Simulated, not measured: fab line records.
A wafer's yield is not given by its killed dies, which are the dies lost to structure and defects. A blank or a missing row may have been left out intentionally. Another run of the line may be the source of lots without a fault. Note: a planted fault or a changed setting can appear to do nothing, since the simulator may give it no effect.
Problem report, 8D (eight disciplines) form, completed by code || flow gf180mcu || the parts of the form that need people (team, actions taken, sign-off) are left out

== 1. WHAT WENT WRONG ==
At GF_V1_CMP_26, overpolish run s averages 23.053 s over 9 wafers from 3 lots, while fault-free wafers read 14.999 s, standard deviation 0.0098. That is +99 or more standard deviations from the usual mean.
The step: polishes, stops on SiO2, t overpolish 15 s, target thk 0 nm.
First observed at day 23 11:07: wafer L765.2, on cmp-01. The record holds 42 wafers of 14 lots with a number at this step. By rule, "out" or "out of limits" means more than 4 standard deviations away from the usual mean. Any other wafer with a number is counted as sound.

== 2. WHAT IT IS, AND WHAT IT ISN'T ==
{"question": "which readings at this step", "is": "overpolish run s", "is not": "motor current A, time to endpoint s"}
{"question": "which lots", "is": "L765, L767, L768", "is not": "L751, L753, L755, L758, L759, L760, L761, L763, L764, L766, L773"}
{"question": "which wafers of those lots", "is": "all that have a number", "is not": "-"}
{"question": "read on which tools", "is": "cmp-01", "is not": "cmp-02"}
{"question": "when", "is": "from day 23 11:07", "is not": "up to then (27 sound wafers); but 6 sound wafers of L766, L773 came after"}

== 3. WHAT RULES OUT EACH SUSPECT ==
Counting: a tool at a process step up to the reading stays a suspect if it ran every lot that is out and no sound lot after the first of them.
- cmp-01 at GF_V1_CMP_26 (polishes, stops on SiO2, t overpolish 15 s, target thk 0 nm): kept. It ran every lot that is out, first L765 (day 23 11:07), and no sound lot after that; its last sound lot up to then is L764 (day 23 08:09). Its own overpolish run s readings are out on those wafers.
Remaining after the count: cmp-01 at GF_V1_CMP_26.

== 4. THE CAUSE (what the simulator had put in) ==
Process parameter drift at GF_V1_CMP_26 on cmp-01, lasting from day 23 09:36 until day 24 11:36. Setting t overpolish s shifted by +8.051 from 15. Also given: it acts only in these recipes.
Only this tool survived the counting.

== 5. SEQUENCE OF EFFECTS, ordered by route ==
Each row: a reading where the mean over the struck wafers with a number is more than 3 standard deviations away from the usual. Only readings for which the record gives a usual standard deviation are gone through. hours: the time from each lot's start at the first step in this table that gives one to its start at this step, as a median over the lots. sigmas: the change in usual standard deviations.
{"hours": 0, "step": "GF_V1_CMP_26", "reading": "overpolish run s", "usual": "14.999 s", "on struck wafers": 23.053, "change": "+8.054", "sigmas": "+99 or more"}
Here are the process steps it includes:
- GF_V1_CMP_26: polishes, stops on SiO2, t overpolish 15 s, target thk 0 nm.
Later steps that measure or inspect, where all struck wafers having a row at the step show a number for every such reading and not one has moved that far: GF_M2_OVL_MEAS_15.

== 6. WHAT WOULD HAVE CAUGHT IT SOONER ==
In this record no reading fell out of limits until day 23 11:07, 2 hours after the fault had begun at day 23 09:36.
